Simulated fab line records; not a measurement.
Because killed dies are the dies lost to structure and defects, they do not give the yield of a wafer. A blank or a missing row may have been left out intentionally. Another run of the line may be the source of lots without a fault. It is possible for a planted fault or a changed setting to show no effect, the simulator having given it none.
fab line records ; flow gf180mcu ; part 2 of 2: steps 31 to 44 of 44
[record] lots = 5; wafers = 15; last-day = 32
route steps=602 shown VT_IMPLANT@109 MVSD@136 NWELL@137 LVPWELL@138 MVPSD@139 DUAL_GATE@141
lots with no fault: from the same line, run without faults
start-h: hours from the record's first day to the start of the lot's first wafer shown ; wait-h: hours since the lot's step before ; " repeats the value in the row above ; L1.1+2: several wafers, shown together as one row ; - no value, or no start given ; * or withheld: withheld ; < > ~ a bound
route shown NAME@n: a module of which the file shows steps, and the number in the route of the first ; usual: mean/standard deviation of fault-free wafers ; same: alike in all rows ; chamber/n: place in a boat ; sites: per-site readings ; _std_site: standard deviation across them ; _edge_site: the outer-site mean with the inner-site mean subtracted ; radius-mm: how far each site lies from the wafer's centre ; mask NAME#n: copy n ; behind: the most recent tool/chamber to have shaped the wafer ; hold: cause of the lot's hold/its duration in hours/its outcome ; device: transistor that didn't switch, given as n, p or np ; end of line: the tests these same wafers got at the end of their route ; a step without rows: its recipe alone ; killed: at the first sort, the dies lost to defects and structure; wafer yield is something else ; map: dies across one wafer; x = killed, . = not, _ = none there
set.NAME: the setting the step ran with; set.NAME@STEP: the setting that earlier step ran with ; model.NAME: the simulator's own value behind a step, which no gauge read
a table for each step, a row for each wafer; lots at some steps of the route
services: a tool's chamber out of use, with start hour (start-h, from the record's first day; less than 0 if before it), hours out, and reason
[[steps]]
[step GF_VT_IMPLANT_RS_MEAS_49]
[recipe] thk-meas-gauge = four-point-probe
[usual] MVPSD_RS = 1169/3.1
lot.wafer;tool;chamber;start-h;wait-h;MVPSD_RS[ohm/sq]
L074.2;film-metro-03;-;159.93;0.1;1169
L074.3;film-metro-03;-;159.93;0.1;1171
L074.4;film-metro-03;-;159.93;0.1;1166
L080.1;film-metro-01;-;197.31;0.1;1165
L080.3;film-metro-01;-;197.31;0.1;1170
L080.4;film-metro-01;-;197.31;0.1;1170
L086.1;film-metro-01;-;238.17;0.1;1171
L086.2;film-metro-01;-;238.17;0.1;1171
L086.3;film-metro-01;-;238.17;0.1;1169
L087.2;film-metro-02;-;246.40;0.1;1166
L087.5;film-metro-02;-;246.40;0.1;1164
L087.6;film-metro-02;-;246.40;0.1;1163
L090.1;film-metro-02;-;262.73;0.1;1165
L090.2;film-metro-02;-;262.73;0.1;1171
L090.3;film-metro-02;-;262.73;0.1;1169
[step GF_VT_IMPLANT_WET_ETCH_50]
[recipe] chemistry = dHF; target-depth-nm = 20; target = SiO2; temp-c = 25; dilution = 100:1; time-s = 400
lot.wafer;tool;chamber;start-h;wait-h
L074.2+3+4;wet-bench-02;2;160.03;0.1
L080.1+3+4;wet-bench-04;0;197.43;0.1
L086.1+2+3;wet-bench-02;1;238.29;0.1
L087.2+5+6;wet-bench-01;2;246.50;0.1
L090.1+2+3;wet-bench-01;0;262.85;0.1
[step GF_DUAL_GATE_CLEAN_00]
[recipe] chemistry = SC1/SC2; mix = 1:4:20; temp-c = 70; time-s = 150
lot.wafer;tool;chamber;start-h;wait-h
L074.2+3+4;wet-bench-01;1;160.15;0.0
L080.1+3+4;wet-bench-02;2;197.56;0.0
L086.1+2+3;wet-bench-01;0;238.43;0.0
L087.2+5+6;wet-bench-02;2;246.63;0.0
L090.1+2+3;wet-bench-04;1;262.97;0.0
[step GF_DUAL_GATE_CLEAN_01]
[recipe] chemistry = dHF; time-s = 20; dilution = 100:1; dry = ipa-marangoni
lot.wafer;tool;chamber;start-h;wait-h
L074.2+3+4;wet-bench-02;1;160.20;0.0
L080.1+3+4;wet-bench-01;1;197.61;0.0
L086.1+2+3;wet-bench-02;3;238.53;0.0
L087.2+5+6;wet-bench-04;0;246.69;0.0
L090.1+2+3;wet-bench-01;0;263.02;0.0
[step GF_DUAL_GATE_OXIDATION_02]
[recipe] temp-c = 900; ambient = O2; stabilise-s = 600; purge-s = 300; target-thk-a = 108.87; ox-time-s = 1602
[usual] ox-temp-c = 900.1/0.41; zone-power-lower-pct = 18.9/1.1
[same] stabilise-s = 600
lot.wafer;tool;chamber;start-h;wait-h;ox-temp-c;zone-power-lower-pct
L074.2;furnace-01;0;163.09;2.9;901.2;17.9
L074.3;furnace-01;0;163.09;2.9;900.6;17.5
L074.4;furnace-01;0;163.09;2.9;899.8;17.7
L080.1;furnace-01;0;197.64;0.0;900.2;18.2
L080.3;furnace-01;0;197.64;0.0;900.5;17.8
L080.4;furnace-01;0;197.64;0.0;899.8;17.3
L086.1;furnace-02;0;239.17;0.6;900.0;19.6
L086.2;furnace-02;0;239.17;0.6;900.8;19.6
L086.3;furnace-02;0;239.17;0.6;900.2;19.8
L087.2;furnace-01;0;246.82;0.1;900.7;17.6
L087.5;furnace-01;0;246.82;0.1;899.4;17.7
L087.6;furnace-01;0;246.82;0.1;900.6;17.6
L090.1;furnace-02;0;263.04;0.0;899.9;19.6
L090.2;furnace-02;0;263.04;0.0;900.1;20.3
L090.3;furnace-02;0;263.04;0.0;899.9;19.5
[step GF_DUAL_GATE_THK_MEAS_03]
[recipe] reads = SiO2_of_DUAL_GATE_OXIDATION_02
[usual] DUAL_GATE_OXIDATION_00_THK = 10.79/0.2
lot.wafer;tool;chamber;start-h;wait-h;DUAL_GATE_OXIDATION_00_THK[nm]
L074.2;film-metro-04;-;164.54;0.0;10.58
L074.3;film-metro-04;-;164.54;0.0;10.69
L074.4;film-metro-04;-;164.54;0.0;10.56
L080.1;film-metro-01;-;199.09;0.0;10.71
L080.3;film-metro-01;-;199.09;0.0;10.76
L080.4;film-metro-01;-;199.09;0.0;10.67
L086.1;film-metro-04;-;240.62;0.0;10.97
L086.2;film-metro-04;-;240.62;0.0;10.90
L086.3;film-metro-04;-;240.62;0.0;10.86
L087.2;film-metro-04;-;248.28;0.0;10.83
L087.5;film-metro-04;-;248.28;0.0;10.59
L087.6;film-metro-04;-;248.28;0.0;10.63
L090.1;film-metro-04;-;264.48;0.0;10.83
L090.2;film-metro-04;-;264.48;0.0;10.91
L090.3;film-metro-04;-;264.48;0.0;10.82
[step GF_DUAL_GATE_DEHYDRATE_04]
[recipe] temp-c = 200; time-s = 60
lot.wafer;tool;chamber;start-h;wait-h
L074.2+3+4;litho-track-01;0;171.57;7.0
L080.1+3+4;litho-track-04;0;206.76;7.7
L086.1+2+3;litho-track-02;0;249.37;8.7
L087.2+5+6;litho-track-04;0;256.58;8.3
L090.1+2+3;litho-track-02;0;273.52;9.0
[step GF_DUAL_GATE_HMDS_05]
[recipe] prime-time-s = 60; prime-temp-c = 120
lot.wafer;tool;chamber;start-h;wait-h
L074.2+3+4;litho-track-01;0;171.72;0.1
L080.1+3+4;litho-track-04;0;206.91;0.1
L086.1+2+3;litho-track-02;0;249.52;0.1
L087.2+5+6;litho-track-04;0;256.73;0.1
L090.1+2+3;litho-track-02;0;273.67;0.1
[step GF_DUAL_GATE_COAT_06]
[recipe] resist = NOVOLAK; spin-rpm = 3000; resist-thk-nm = 1000
lot.wafer;tool;chamber;start-h;wait-h
L074.2+3+4;litho-track-01;0;171.87;0.1
L080.1+3+4;litho-track-04;0;207.06;0.1
L086.1+2+3;litho-track-02;0;249.67;0.1
L087.2+5+6;litho-track-04;0;256.88;0.1
L090.1+2+3;litho-track-02;0;273.82;0.1
[step GF_DUAL_GATE_SOFTBAKE_07]
[recipe] temp-c = 90; time-s = 60; resist = NOVOLAK
lot.wafer;tool;chamber;start-h;wait-h
L074.2+3+4;litho-track-01;0;172.02;0.1
L080.1+3+4;litho-track-04;0;207.21;0.1
L086.1+2+3;litho-track-02;0;249.82;0.1
L087.2+5+6;litho-track-04;0;257.03;0.1
L090.1+2+3;litho-track-02;0;273.97;0.1
[step GF_DUAL_GATE_EXPOSE_08]
[recipe] mask-id = Dualgate; target-cd-nm = 700; na = 0.6; source-shape = conventional; sigma-outer = 0.6; dose-mj = 140
[usual] exposure-dose-mJ-cm2 = 140.02/0.15; stage-vel-mm-s = 500.00/0.24
lot.wafer;tool;chamber;start-h;wait-h;mask;exposure-dose-mJ-cm2;stage-vel-mm-s
L074.2;iline-stepper-01;0;-;-;Dualgate#0;140.30;499.71
L074.3;iline-stepper-01;0;-;-;Dualgate#0;139.93;499.99
L074.4;iline-stepper-01;0;-;-;Dualgate#0;140.10;499.92
L080.1;iline-stepper-02;0;-;-;Dualgate#0;140.21;499.85
L080.3;iline-stepper-02;0;-;-;Dualgate#0;140.37;500.14
L080.4;iline-stepper-02;0;-;-;Dualgate#0;140.28;500.14
L086.1;iline-stepper-01;0;-;-;Dualgate#0;140.14;499.87
L086.2;iline-stepper-01;0;-;-;Dualgate#0;139.86;500.18
L086.3;iline-stepper-01;0;-;-;Dualgate#0;139.92;499.96
L087.2;iline-stepper-01;0;-;-;Dualgate#0;139.86;500.22
L087.5;iline-stepper-01;0;-;-;Dualgate#0;139.91;500.52
L087.6;iline-stepper-01;0;-;-;Dualgate#0;139.88;500.16
L090.1;iline-stepper-02;0;-;-;Dualgate#0;140.18;500.19
L090.2;iline-stepper-02;0;-;-;Dualgate#0;140.16;500.58
L090.3;iline-stepper-02;0;-;-;Dualgate#0;140.21;500.72
[step GF_DUAL_GATE_PEB_09]
[recipe] temp-c = withheld; time-s = *; resist = NOVOLAK
lot.wafer;tool;chamber;start-h;wait-h
L074.2+3+4;litho-track-02;0;-;-
L080.1+3+4;litho-track-02;0;-;-
L086.1+2+3;litho-track-02;0;-;-
L087.2+5+6;litho-track-02;0;-;-
L090.1+2+3;litho-track-04;0;-;-
[step GF_DUAL_GATE_DEVELOP_10]
[recipe] develop-time-s = 60; dev-temp-c = 23
lot.wafer;tool;chamber;start-h;wait-h
L074.2+3+4;litho-track-02;0;180.25;0.1
L080.1+3+4;litho-track-02;0;216.17;0.1
L086.1+2+3;litho-track-02;0;259.07;0.1
L087.2+5+6;litho-track-02;0;266.60;0.1
L090.1+2+3;litho-track-04;0;283.51;0.1
[step GF_DUAL_GATE_OVL_MEAS_11]
[usual] DUAL_GATE_OVL = 0.4/1.3
lot.wafer;tool;chamber;start-h;wait-h;DUAL_GATE_OVL[nm]
L074.2;overlay-01;-;180.38;0.1;0.7
L074.3;overlay-01;-;180.38;0.1;0.7
L074.4;overlay-01;-;180.38;0.1;-0.3
L080.1;overlay-02;-;216.32;0.1;0.0
L080.3;overlay-02;-;216.32;0.1;1.9
L080.4;overlay-02;-;216.32;0.1;2.9
L086.1;overlay-01;-;259.22;0.1;1.6
L086.2;overlay-01;-;259.22;0.1;1.0
L086.3;overlay-01;-;259.22;0.1;2.0
L087.2;overlay-02;-;266.73;0.1;0.4
L087.5;overlay-02;-;266.73;0.1;0.6
L087.6;overlay-02;-;266.73;0.1;0.9
L090.1;overlay-01;-;283.66;0.1;0.0
L090.2;overlay-01;-;283.66;0.1;1.1
L090.3;overlay-01;-;283.66;0.1;0.3
[[services]]
tool;chamber;start-h;hours;kind
iline-stepper-02;-;104.55;2.1;pm
iline-stepper-02;-;106.63;-;consumable-replace:lamp
plasma-asher-02;-;108.75;9.0;pm
plasma-asher-02;0;108.75;9.0;vent-cycle
plasma-asher-02;1;108.75;9.0;vent-cycle
plasma-asher-03;-;110.88;0.5;repair
implanter-01;-;113.87;1.9;repair
plasma-asher-02;0;117.75;-;clean
plasma-asher-02;1;117.75;-;clean
iline-stepper-02;-;131.63;1.7;pm
implanter-03;-;135.94;5.0;pm
iline-stepper-01;-;143.33;1.7;repair
implanter-01;-;148.11;3.1;repair
furnace-02;-;154.91;4.3;pm
furnace-01;-;159.97;3.1;pm
implanter-03;-;173.43;26.4;pm
plasma-asher-02;-;183.95;2.8;pm
iline-stepper-01;-;191.47;5.3;repair
furnace-02;-;235.32;2.5;pm
implanter-01;-;240.55;2.0;repair
